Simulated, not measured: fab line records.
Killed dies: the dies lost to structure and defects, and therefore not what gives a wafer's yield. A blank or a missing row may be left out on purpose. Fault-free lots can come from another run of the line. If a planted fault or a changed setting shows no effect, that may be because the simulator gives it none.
8D (eight disciplines) problem report, filled in by code :: flow sky130 :: the parts of the form that need people (team, actions taken, sign-off) are left out

== 1. THE ISSUE ==
At SKY_FIELD_ISO_ETCH_17, run_length_s averages 112.4 s over 6 wafers from 2 lots, while fault-free wafers read 125.9 s, standard deviation 0.45. Measured from the usual mean, that is -30 standard deviations.
The step: etches Si in HBr/Cl2/O2, target depth 342 nm, time 97.7 s.
Seen first at day 4 05:00 on rie_si-01, wafer L572.1. The record holds 18 wafers of 6 lots with a number at this step. By rule, "out" or "out of limits" means more than 4 standard deviations away from the usual mean. All remaining wafers that have a number are taken as sound.

== 2. WHAT IT IS, WHAT IT ISN'T ==
question: which readings at this step
is: run_length_s
is not: drypump_motor_current_A, he_backside_leak_sccm, oes_product_au, throttle_valve_pct

question: which lots
is: L572, L573
is not: L565, L566, L576, L586

question: which wafers of those lots
is: all that have a number
is not: -

question: read on which tools
is: rie_si-01
is not: rie_si-02

question: when
is: from day 4 05:00
is not: up to then (6 sound wafers); but 6 sound wafers of L576, L586 came after

== 3. THE SUSPECTS, EACH WITH WHAT RULES IT OUT ==
Counting: a tool at any process step up to the reading remains a suspect when it ran all the lots that are out and ran no sound lot after the first of those.
- rie_si-01 at SKY_FIELD_ISO_ETCH_17 (etches Si in HBr/Cl2/O2, target depth 342 nm, time 97.7 s): kept. Every lot that is out went through it, starting with L572 (day 4 05:00), and after that it ran no sound lot; the last sound lot it ran before then is L566 (day 2 22:37). Its own run_length_s readings are out on those wafers.
Remaining after the count: rie_si-01 at SKY_FIELD_ISO_ETCH_17.

== 4. THE CAUSE (what the simulator had put in) ==
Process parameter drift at SKY_FIELD_ISO_ETCH_17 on rie_si-01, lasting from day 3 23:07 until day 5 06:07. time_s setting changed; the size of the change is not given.
This tool alone remained once counting was done.

== 5. SEQUENCE OF EFFECTS, ordered by route ==
Each row: a reading where the mean over the struck wafers with a number is more than 3 standard deviations away from the usual. Only readings for which the record gives a usual standard deviation are gone through. hours: the time from each lot's start at the first step in this table that gives one to its start at this step, as a median over the lots. sigmas: the change in usual standard deviations.
hours: 0
step: SKY_FIELD_ISO_ETCH_17
reading: run_length_s
usual: 125.9 s
on struck wafers: 112.4
change: -13.5
sigmas: -30
Here are the process steps it includes:
- SKY_FIELD_ISO_ETCH_17: etches Si in HBr/Cl2/O2, target depth 342 nm, time 97.7 s.
Readings that are blank on the struck wafers while sound wafers have them: rf_fwd_power_W at SKY_FIELD_ISO_ETCH_17.

== 6. HOW IT WOULD HAVE BEEN CAUGHT EARLIER ==
6 hours passed between the start of the fault at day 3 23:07 and the first reading out of limits in this record, taken at day 4 05:00.
